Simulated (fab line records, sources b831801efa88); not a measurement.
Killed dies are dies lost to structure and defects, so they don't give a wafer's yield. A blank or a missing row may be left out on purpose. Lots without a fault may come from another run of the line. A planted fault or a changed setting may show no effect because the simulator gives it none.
Chamber matching | flow gf180mcu | GF_V1_CVD_02 on pecvd-03: 3 sister chambers
The step deposits SiO2 from TEOS, target thk 850 nm, time 94.851 s. 3 wafers are shown with their chamber, then 12 later ones without.

WAFERS WITH THEIR CHAMBER
wafer  | chamber | heater_power_w (W)
L086.4 | 1       | 576
L089.4 | 2       | 521
L089.5 | 0       | 775

WAFERS WITHOUT THEIR CHAMBER
wafer  | heater_power_w (W)
L091.3 | 636
L091.4 | 678
L091.5 | 655
L092.1 | 616
L092.2 | 660
L092.3 | 696
L092.4 | 684
L092.5 | 763
L092.6 | 529
L096.1 | 565
L096.2 | 652
L096.4 | 740

WHICH CHAMBER EACH WENT THROUGH
wafer  | from the rows above          | in truth
L091.3 | can't be placed: 1 or 2 or 0 | 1
L091.4 | can't be placed: 0 or 1 or 2 | 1
L091.5 | can't be placed: 1 or 0 or 2 | 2
L092.1 | can't be placed: 1 or 2 or 0 | 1
L092.2 | can't be placed: 1 or 0 or 2 | 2
L092.3 | can't be placed: 0 or 1 or 2 | 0
L092.4 | can't be placed: 0 or 1 or 2 | 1
L092.5 | 0                            | 0
L092.6 | can't be placed: 2 or 1      | 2
L096.1 | can't be placed: 1 or 2      | 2
L096.2 | can't be placed: 1 or 0 or 2 | 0
L096.4 | 0                            | 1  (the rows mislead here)
Placed correctly: 1 of 12. Can't be placed from these rows: 10 (the true chamber is among the candidates in 10). Placed wrongly: 1.
How it was worked out, from the rows above alone: a wafer's distance from a chamber is the root of the sum, over the readings, of the square of ((its reading less the chamber's mean) divided by the reading's scatter). The wafer belongs to the nearest chamber; if the next one is less than 2 further off, it can't be placed. A chamber's mean is the mean of its shown wafers. The scatter: with one shown wafer a chamber, the root of the mean of the squares of how far each hidden wafer lies from its nearest shown one.
